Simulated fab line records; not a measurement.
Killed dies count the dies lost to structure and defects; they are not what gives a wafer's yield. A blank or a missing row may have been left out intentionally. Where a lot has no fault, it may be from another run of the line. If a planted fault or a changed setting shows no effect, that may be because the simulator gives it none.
What tool caused it? -- flow sky130 -- 12 lots, 36 wafers sampled, at 1 step of a route of 708

== WHAT THE GAUGES SHOWED, per wafer ==
SKY_CONTACT_BOW_MEAS_05.
lot,measured,on,CONTACT_BOW (um)
L105,day 30 09:02,film metro-04,86 76 85
L106,day 30 22:32,film metro-01,78 83 82
L107,day 31 03:33,film metro-04,82 84 84
L110,day 32 05:55,film metro-01,77 74 64
L113,day 33 07:23,film metro-03,77 80 77
L114,day 33 10:34,film metro-03,82 85 87
L115,day 33 17:47,film metro-01,74 87 86
L117,day 34 07:52,film metro-01,78 82 74
L118,day 34 19:26,film metro-03,78 76 78
L119,day 34 23:37,film metro-03,89 80 78
L125,day 36 22:49,film metro-04,88 79 80
L128,day 38 09:02,film metro-04,91 91 82

== EACH LOT AND THE TOOL THAT RAN IT (in order: tool; ch and the chambers of the sampled wafers; start) ==
There is no process step in the record ahead of these readings.

== AS READ BY THE TOOLS THEMSELVES (means over the sampled wafers that have a number; for cases with no such wafer, the mark the record gives instead) ==
The record holds no such reading with a usual standard deviation.

== THE ANSWER, worked out from the rows above alone ==
Rule: what is usual is taken from the lots themselves. The widest of any qualifying gaps counts: lots, ordered by their means at a reading, are off when they make up no more than a third of the lots, leave a main group of 4 or more, and stand apart from it by 3 or more times the standard deviation of that group's means. A main group whose means are all the same, to the digits that the tables above print for the reading, isn't used. A lot without any number at a reading at which 4 lots or more have one is off too. The other lots that the step has rows for count as sound. The gauges are gone through in route order, then the tools' own readings, and for those a lot's mean is taken as printed above. The first step at which some lot is off is used, and at that step the reading that is off furthest; a lot without a number counts as furthest.
No lot is off on any of the readings shown, so nothing can be concluded from this.

== WHAT THE SIMULATOR HAD INSERTED ==
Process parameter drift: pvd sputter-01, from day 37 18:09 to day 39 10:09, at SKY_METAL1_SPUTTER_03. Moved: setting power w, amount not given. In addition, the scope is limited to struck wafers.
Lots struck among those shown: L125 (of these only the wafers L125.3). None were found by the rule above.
